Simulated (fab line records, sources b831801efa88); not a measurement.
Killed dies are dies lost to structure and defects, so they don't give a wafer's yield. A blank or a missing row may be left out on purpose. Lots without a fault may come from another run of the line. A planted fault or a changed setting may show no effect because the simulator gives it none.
Problem report in the 8D (eight disciplines) form, filled by code | flow gf180mcu | the parts of the form that need people (team, actions taken, sign-off) are left out

1. THE PROBLEM
run_length_s at GF_TOP_METAL_SOFTBAKE_10 reads a mean of 85.96 s on 6 wafers of 2 lots; wafers without a fault read 89.11 s with a standard deviation of 0.12. That is -26 standard deviations from the usual mean.
The step: time 60 s.
First seen on wafer L218.1, day 31 02:56, on litho_track-01. The record holds 36 wafers of 12 lots with a number at this step. Rule for "out", or "out of limits": more than 4 standard deviations from the usual mean. The other wafers with a number count as sound.

2. WHAT IT IS AND WHAT IT IS NOT
question                    | is                                 | is not
which readings at this step | run_length_s, heater_power_total_W | -
which lots                  | L218, L221                         | L207, L208, L209, L211, L212, L224, L225, L226, L228, L230
which wafers of those lots  | all that have a number             | -
read on which tools         | litho_track-01                     | litho_track-02, litho_track-03
when                        | from day 31 02:56                  | up to then (15 sound wafers); but 15 sound wafers of L224, L225, L226, L228, L230 came after

3. SUSPECTS, AND WHAT RULES EACH OUT
Counting: a tool at a process step up to the reading stays a suspect if it ran every lot that is out and no sound lot after the first of them.
- plasma_asher-01 at GF_M5_STRIP_11 (strips in O2/N2): ruled out as a lasting fault. Sound lots L228, L230 ran on it after its first lot that is out, L218 (day 29 21:24).
- litho_track-01 at GF_TOP_METAL_SOFTBAKE_10 (time 60 s): kept. It ran every lot that is out, first L218 (day 31 02:56), and no sound lot after that; its last sound lot up to then is L212 (day 29 07:57). Its own readings are out on those wafers: heater_power_total_W, run_length_s.
Left after counting: litho_track-01 at GF_TOP_METAL_SOFTBAKE_10.

4. THE CAUSE (what the simulator had put in)
Process parameter drift: litho_track-01, from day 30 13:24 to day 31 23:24, at GF_TOP_METAL_SOFTBAKE_10. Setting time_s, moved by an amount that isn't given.
Counting left only this tool.

5. THE CHAIN OF EFFECTS, in route order
Each row: a reading whose mean over the struck wafers that have a number lies more than 3 standard deviations from the usual. Only readings for which the record gives a usual standard deviation are gone through. hours: the time from each lot's start at the first step in this table that gives one to its start at this step, as a median over the lots. sigmas: the change in usual standard deviations.
hours | step                     | reading              | usual   | on struck wafers | change | sigmas
0     | GF_TOP_METAL_SOFTBAKE_10 | heater_power_total_W | 56.60 W | 57.61            | +1.01  | +23
0     | GF_TOP_METAL_SOFTBAKE_10 | run_length_s         | 89.11 s | 85.96            | -3.15  | -26
The process steps in it:
- GF_TOP_METAL_SOFTBAKE_10: time 60 s.

6. WHAT WOULD HAVE CAUGHT IT SOONER
In this record the first reading out of limits was taken at day 31 02:56, 14 hours after the fault began at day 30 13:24.
